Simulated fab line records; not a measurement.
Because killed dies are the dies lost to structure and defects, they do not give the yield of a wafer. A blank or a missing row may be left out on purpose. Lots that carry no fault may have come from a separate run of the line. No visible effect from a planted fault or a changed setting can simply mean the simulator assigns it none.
fab line records	flow sfq_line
record lots=6	wafers=18	last_day=87
route steps=325 shown I5@233 C5@240
lots that met no fault: taken from a fault-free run of the same line
start_h: hours from the record's opening day to when the first of the lot's shown wafers began	wait_h: hours elapsed since this lot's preceding step	" repeats the value in the row above	L1.1+2: one row covering several wafers at once	- value missing, or start not given	* or withheld: withheld	< > ~ a bound
route shown NAME@n: names a module that has steps shown in the file, with the first one's number in the route	usual: mean/standard deviation taken from wafers without a fault	same: alike in all rows	chamber/n: place in a boat	sites: per-site readings	_std_site: standard deviation across them	_edge_site: mean of outer sites minus mean of inner sites	radius_mm: how far each site lies from the wafer's centre	mask NAME#n: copy n	behind: the most recent tool/chamber to have shaped the wafer	hold: the reason the lot was held/the length of the hold in hours/how it ended	device: the transistor (n, p or np) that didn't switch	end of line: tests of these same wafers at the route's end	a step without rows: its recipe alone	killed: the dies lost at the first sort to structure and to defects; this is not the yield of the wafer	map: the dies of a wafer, with x for killed, . for not killed, _ for no die there
set.NAME: setting as actually run; set.NAME@STEP: the setting as run at that earlier step	model.NAME: the simulator's own value behind a step, which no gauge read
a table for each step, a row for each wafer; lots at some steps of the route
services: the hour from which a tool's chamber was out of use, counted from the record's first day as start_h (under 0 if before that day), plus the number of hours and why
## steps
# step SFQ_TRILAYER_I5_LITHO_PEB_147
# recipe peb_temp_c=115	peb_time_s=60	resist=KrF
# step SFQ_TRILAYER_I5_LITHO_DEVELOP_146
# recipe time_s=60	resist=KrF
# step SFQ_I5_OVL_MEAS_936
# usual I5_OVL=1/4
lot.wafer	tool	chamber	start_h	wait_h	I5_OVL[nm]
L638.2	overlay-02	-	1559.65	0.1	0
L638.4	"	-	"	"	-6
L638.6	"	-	"	"	1
L642.1	overlay-01	-	1689.77	0.1	1
L642.4	"	-	"	"	8
L642.6	"	-	"	"	6
L653.1	overlay-01	-	1716.17	0.1	5
L653.3	"	-	"	"	6
L653.4	"	-	"	"	7
L654.3	overlay-01	-	1719.78	0.1	8
L654.5	"	-	"	"	7
L654.6	"	-	"	"	5
L655.1	overlay-01	-	1752.66	0.1	4
L655.4	"	-	"	"	3
L655.5	"	-	"	"	7
L658.1	overlay-02	-	1810.26	0.1	3
L658.4	"	-	"	"	1
L658.5	"	-	"	"	-5
# step SFQ_TRILAYER_I5_BARC_OPEN_VIA_ETCH_200
# recipe mask_material=PR	chemistry=O2	target_depth_nm=125	target=BARC	source_w=500	bias_w=80	pressure_mtorr=30	time_s=41.7
# usual bias_w=80.01/0.23	drypump_motor_current_A=5.8/0.62	oes_product_au=0.686/0.0047
lot.wafer	tool	chamber	start_h	wait_h	bias_w	drypump_motor_current_A	oes_product_au	rf_hours_counter_h
L638.2	rie_diel-03	0	1559.68	0.0	79.95	6.3	0.692	20
L638.4	"	1	"	"	80.32	6.6	0.685	7
L638.6	"	0	"	"	80.27	6.3	0.689	-
L642.1	rie_diel-02	3	1689.80	0.0	80.04	5.7	0.678	9
L642.4	"	3	"	"	79.98	5.7	0.685	-
L642.6	"	1	"	"	80.10	5.2	0.674	-
L653.1	rie_diel-01	2	1716.20	0.0	79.87	6.7	0.684	13
L653.3	"	3	"	"	79.88	6.7	0.687	17
L653.4	"	1	"	"	79.71	4.8	0.680	10
L654.3	rie_diel-03	2	1719.80	0.0	79.92	5.3	0.685	17
L654.5	"	1	"	"	80.09	6.6	0.683	-
L654.6	"	0	"	"	80.15	6.3	0.687	-
L655.1	rie_diel-02	3	1752.70	0.0	80.38	5.7	0.687	10
L655.4	"	3	"	"	80.01	5.7	0.687	-
L655.5	"	0	"	"	79.94	5.8	0.686	-
L658.1	rie_diel-03	3	1810.30	0.0	79.95	5.9	0.691	15
L658.4	"	1	"	"	80.47	6.6	0.689	12
L658.5	"	2	"	"	79.68	5.3	0.686	-
# step SFQ_TRILAYER_I5_ETCH_VIA_ETCH_147
# recipe stop_on=Nb	mask_material=PR	chemistry=CHF3	target_depth_nm=360	source_w=500	bias_w=80	pressure_mtorr=30	time_s=withheld
# usual bias_w=80.03/0.24	drypump_motor_current_A=5.8/0.62	oes_product_au=0.989/0.0069
lot.wafer	tool	chamber	start_h	wait_h	bias_w	drypump_motor_current_A	oes_product_au
L638.2	rie_diel-03	0	1559.72	0.0	80.07	6.3	0.987
L638.4	"	1	"	"	80.19	6.6	0.982
L638.6	"	0	"	"	79.79	6.3	0.992
L642.1	rie_diel-02	3	1689.84	0.0	80.18	5.7	0.989
L642.4	"	3	"	"	80.01	5.7	1.003
L642.6	"	1	"	"	80.41	5.2	0.995
L653.1	rie_diel-01	2	1716.24	0.0	80.04	6.8	0.997
L653.3	"	3	"	"	80.15	6.8	0.995
L653.4	"	1	"	"	79.61	4.8	0.984
L654.3	rie_diel-03	2	1719.84	0.0	79.89	5.3	1.001
L654.5	"	1	"	"	79.90	6.6	0.994
L654.6	"	0	"	"	79.96	6.3	0.982
L655.1	rie_diel-02	3	1752.73	0.0	80.45	5.7	0.995
L655.4	"	3	"	"	80.18	5.7	1.001
L655.5	"	0	"	"	80.09	5.9	0.973
L658.1	rie_diel-03	3	1810.33	0.0	79.70	5.9	0.980
L658.4	"	1	"	"	80.06	6.5	0.985
L658.5	"	2	"	"	80.30	5.3	0.993
# step SFQ_TRILAYER_I5_STRIP_STRIP_148
# recipe gas=O2	power_w=200	platen_temp_c=40	overash_fraction=0.65	chemistry=O2	pressure_mtorr=50
# usual drypump_motor_current_A=5.7/0.34	oes_product_au=1.000/0.0071	platen_temp_c=39.99/0.11
lot.wafer	tool	chamber	start_h	wait_h	drypump_motor_current_A	oes_product_au	platen_temp_c	rf_hours_counter_h
L638.2	rie_metal-03	1	1559.87	-	6.0	1.000	39.73	78
L638.4	"	0	"	"	6.5	0.998	39.89	-
L638.6	"	1	"	"	6.0	0.993	39.92	-
L642.1	rie_metal-03	1	1689.99	-	6.0	1.001	40.37	89
L642.4	"	0	"	"	6.4	0.993	39.83	-
L642.6	"	0	"	"	6.4	0.989	40.05	-
L653.1	rie_metal-01	1	1716.39	-	5.6	1.004	40.06	118
L653.3	"	1	"	"	5.6	1.010	40.00	-
L653.4	"	0	"	"	5.6	0.997	40.03	-
L654.3	rie_metal-01	0	1720.19	-	5.6	0.993	40.07	-
L654.5	"	1	"	"	5.6	1.004	40.00	-
L654.6	"	0	"	"	5.6	0.999	39.94	-
L655.1	rie_metal-02	1	1752.88	-	5.4	0.996	39.82	57
L655.4	"	0	"	"	5.7	1.001	39.95	-
L655.5	"	0	"	"	5.7	1.003	39.87	-
L658.1	rie_metal-01	0	1810.48	-	5.6	1.000	40.05	41
L658.4	"	0	"	"	5.6	0.999	39.99	-
L658.5	"	0	"	"	5.6	0.998	40.06	-
# step SFQ_TRILAYER_I5_STRIP_SOLV_CLEAN_149
# recipe chemistry=NMP	temp_c=70	time_s=600
# step SFQ_TRILAYER_C5_LITHO_COAT_156
# recipe resist=BARC	spin_rpm=3000	resist_thk_nm=62
# step SFQ_TRILAYER_C5_LITHO_COAT_151
# recipe resist=KrF	spin_rpm=3000	resist_thk_nm=650
# step SFQ_TRILAYER_C5_LITHO_SOFTBAKE_155
# recipe temp_c=withheld	time_s=withheld	resist=KrF
# step SFQ_TRILAYER_C5_LITHO_EXPOSE_152
# recipe mask_id=C5	na=0.6	source_shape=conventional	sigma_outer=0.65	target_cd_nm=500	dose_mj=21.3
# step SFQ_TRILAYER_C5_LITHO_PEB_154
# recipe peb_temp_c=115	peb_time_s=60	resist=KrF
# step SFQ_TRILAYER_C5_LITHO_DEVELOP_153
# recipe time_s=60	resist=KrF
# usual chill_plate_temp_C=23.00/0.1	exhaust_pa=45.0/0.85
lot.wafer	tool	chamber	start_h	wait_h	chill_plate_temp_C	exhaust_pa	model.KrF_of_TRILAYER_C5_LITHO_COAT_151.thk_nm
L638.2	litho_track-04	0	1679.92	0.1	23.14	45.3	624.2
L638.4	"	0	"	"	22.95	45.1	624.9
L638.6	"	0	"	"	23.03	46.1	625.2
L642.1	litho_track-03	0	1692.87	0.1	22.92	44.5	622.5
L642.4	"	0	"	"	22.84	45.8	623.1
L642.6	"	0	"	"	22.99	44.9	621.4
L653.1	litho_track-03	-	1719.27	0.1	-	-	649.9
L653.3	"	-	"	"	-	-	649.1
L653.4	"	-	"	"	-	-	647.3
L654.3	litho_track-03	-	1722.92	0.1	-	-	653.5
L654.5	"	-	"	"	-	-	652.3
L654.6	"	-	"	"	-	-	651.2
L655.1	litho_track-01	0	1859.59	0.1	23.06	45.0	624.8
L655.4	"	0	"	"	22.80	45.4	624.9
L655.5	"	0	"	"	23.03	44.5	623.8
L658.1	litho_track-04	0	1914.92	0.1	23.10	45.1	623
L658.4	"	0	"	"	23.12	44.5	625.2
L658.5	"	0	"	"	23.06	44.3	622.5
# step SFQ_C5_OVL_MEAS_937
# usual C5_OVL=0/5
lot.wafer	tool	chamber	start_h	wait_h	C5_OVL[nm]
L638.2	overlay-01	-	1680.05	0.1	2
L638.4	"	-	"	"	7
L638.6	"	-	"	"	-3
L642.1	overlay-02	-	1693.02	0.1	-3
L642.4	"	-	"	"	-4
L642.6	"	-	"	"	1
L653.1	overlay-02	-	1719.42	0.1	-
L653.3	"	-	"	"	-
L653.4	"	-	"	"	-
L654.3	overlay-02	-	1723.03	0.1	-
L654.5	"	-	"	"	-
L654.6	"	-	"	"	-
L655.1	overlay-02	-	1859.74	0.1	-2
L655.4	"	-	"	"	0
L655.5	"	-	"	"	5
L658.1	overlay-01	-	1915.07	0.1	-6
L658.4	"	-	"	"	-10
L658.5	"	-	"	"	-2
## services
tool	chamber	start_h	hours	kind
rie_metal-03	1	1563.29	23.9	repair
rie_diel-01	2	1565.34	6.6	repair
rie_diel-01	-	1590.82	2.3	repair
rie_diel-03	0	1593.63	6.4	repair
rie_diel-02	2	1601.43	1.7	repair
rie_diel-02	3	1604.14	4.0	repair
rie_metal-01	-	1608.60	0.2	repair
rie_metal-03	-	1615.64	0.7	repair
rie_diel-03	-	1654.97	2.8	pm
rie_diel-02	3	1724.95	9.0	repair
rie_diel-02	2	1749.13	8.9	repair
rie_diel-02	3	1760.70	3.5	repair
rie_diel-03	0	1763.70	10.7	repair
rie_diel-02	3	1781.29	8.8	repair
rie_metal-01	1	1801.42	16.4	repair
rie_diel-03	1	1819.85	5.8	repair
rie_metal-01	-	1823.96	1.4	pm
rie_diel-03	3	1824.21	4.5	repair
rie_diel-02	3	1856.98	5.4	repair
rie_diel-03	2	1865.03	2.1	repair
rie_diel-02	2	1880.11	9.7	repair
rie_diel-03	0	1882.75	1.6	repair
rie_metal-01	1	1884.81	6.7	repair
rie_diel-03	1	1889.05	3.6	repair
## key
first_sign step=SFQ_TRILAYER_C5_LITHO_DEVELOP_153	reading=tool_record	direction=missing
effect none on later readings
model_effect step=SFQ_TRILAYER_C5_LITHO_DEVELOP_153	value=KrF_of_TRILAYER_C5_LITHO_COAT_151.thk_nm	without=625.2	struck=650.6
met_at SFQ_TRILAYER_C5_LITHO_DEVELOP_153
struck_wafers L653.1,L653.3,L653.4,L654.3,L654.5,L654.6
onset_between 1692.87 1719.27
fault kind=skipped_step_whole	tool=litho_track-03	chamber=-	onset_h=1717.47	steps=SFQ_TRILAYER_C5_LITHO_DEVELOP_153	scope=struck_lots_only
